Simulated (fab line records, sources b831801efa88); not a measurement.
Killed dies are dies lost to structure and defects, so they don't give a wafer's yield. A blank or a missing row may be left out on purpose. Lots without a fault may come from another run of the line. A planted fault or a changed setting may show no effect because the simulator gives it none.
Chamber matching | flow sky130 | SKY_VIA3_CMP_02 on cmp-02: 4 sister chambers
The step polishes SiO2. 36 wafers are shown with their chamber, then 12 later ones without.

WAFERS WITH THEIR CHAMBER
wafer  | chamber | motor_current_A (A) | slurry_flow_ml_min | retaining_ring_pressure_frac
L076.1 | 3       | 12.1                | 150.0              | 0.999
L076.2 | 1       | 12.0                | 149.0              | 0.988
L076.3 | 2       | 11.6                | 149.8              | 1.001
L077.2 | 3       | 12.6                | 150.1              | 1.002
L077.4 | 2       | 11.9                | 149.4              | 0.989
L077.5 | 2       | 11.9                | 149.9              | 0.999
L079.4 | 3       | 12.2                | 150.3              | 1.005
L079.5 | 1       | 11.6                | 150.0              | 0.999
L079.6 | 2       | 11.7                | 150.3              | 0.994
L078.2 | 1       | 11.6                | 150.0              | 1.003
L078.3 | 0       | 11.8                | 150.0              | 0.997
L078.4 | 2       | 12.0                | 150.6              | 0.990
L080.2 | 0       | 12.1                | 150.9              | 0.998
L080.5 | 2       | 12.1                | 151.3              | 1.006
L080.6 | 3       | 11.8                | 150.1              | 1.008
L082.3 | 0       | 12.1                | 150.8              | 0.997
L082.5 | 3       | 11.7                | 150.5              | 1.006
L082.6 | 0       | 12.3                | 151.6              | 0.999
L084.1 | 3       | 12.2                | 149.3              | 0.996
L084.4 | 0       | 12.2                | 149.9              | 0.989
L084.6 | 2       | 12.7                | 149.9              | 1.003
L085.2 | 0       | 12.0                | 150.4              | 1.000
L085.3 | 1       | 11.7                | 149.4              | 0.998
L085.6 | 3       | 11.7                | 150.0              | 0.998
L086.3 | 0       | 11.8                | 149.4              | 1.002
L086.5 | 0       | 11.6                | 149.5              | 1.002
L086.6 | 3       | 12.0                | 150.2              | 0.997
L087.2 | 0       | 12.3                | 149.7              | 0.996
L087.3 | 2       | 12.4                | 149.6              | 1.007
L087.6 | 0       | 12.3                | 149.9              | 1.004
L089.3 | 2       | 12.0                | 150.2              | 1.001
L089.5 | 0       | 11.9                | 149.8              | 1.004
L089.6 | 1       | 11.9                | 149.9              | 0.996
L088.1 | 2       | 12.1                | 150.4              | 0.992
L088.2 | 3       | 12.0                | 150.8              | 1.000
L088.6 | 1       | 11.6                | 150.2              | 1.002

SIGNATURES (means of the wafers above)
reading                      | chamber 0 | chamber 1 | chamber 2 | chamber 3 | scatter within a chamber
motor_current_A              | 12.036    | 11.733    | 12.040    | 12.033    | 0.268
slurry_flow_ml_min           | 150.173   | 149.750   | 150.140   | 150.144   | 0.551
retaining_ring_pressure_frac | 0.99891   | 0.99767   | 0.99820   | 1.00122   | 0.00519
Rule: a wafer's distance from a chamber is the root of the sum, over the readings, of the square of ((its reading less the chamber's mean) divided by the reading's scatter). The wafer belongs to the nearest chamber; if the next one is less than 2 further off, it can't be placed. The scatter: the root of (the sum of the squares of (reading less its chamber's mean) over the shown wafers, divided by (wafers less chambers)).

WAFERS WITHOUT THEIR CHAMBER
wafer  | motor_current_A (A) | slurry_flow_ml_min | retaining_ring_pressure_frac
L091.1 | 12.3                | 149.8              | 1.004
L091.2 | 11.7                | 149.5              | 0.994
L091.6 | 12.0                | 150.2              | 1.001
L092.1 | 12.5                | 150.3              | 0.988
L092.4 | 12.6                | 150.5              | 1.003
L092.6 | 12.4                | 150.1              | 0.985
L093.2 | 12.4                | 150.1              | 0.998
L093.4 | 12.2                | 149.7              | 1.001
L093.6 | 12.2                | 149.9              | 1.000
L095.2 | 12.7                | 149.5              | 1.004
L095.5 | 12.6                | 150.4              | 0.993
L095.6 | 12.3                | 150.2              | 1.004

WHICH CHAMBER EACH WENT THROUGH
wafer  | from the rows above               | in truth
L091.1 | can't be placed: 3 or 0 or 2 or 1 | 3
L091.2 | can't be placed: 1 or 2 or 0 or 3 | 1
L091.6 | can't be placed: 3 or 0 or 2 or 1 | 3
L092.1 | can't be placed: 2 or 0 or 3 or 1 | 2
L092.4 | can't be placed: 3 or 0 or 2 or 1 | 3
L092.6 | can't be placed: 2 or 0 or 3 or 1 | 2
L093.2 | can't be placed: 2 or 0 or 3 or 1 | 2
L093.4 | can't be placed: 3 or 0 or 2 or 1 | 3
L093.6 | can't be placed: 3 or 0 or 2 or 1 | 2
L095.2 | can't be placed: 3 or 0 or 2 or 1 | 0
L095.5 | can't be placed: 2 or 0 or 3 or 1 | 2
L095.6 | can't be placed: 3 or 0 or 2 or 1 | 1
Placed correctly: 0 of 12. Can't be placed from these rows: 12 (the true chamber is among the candidates in 12). Placed wrongly: 0.
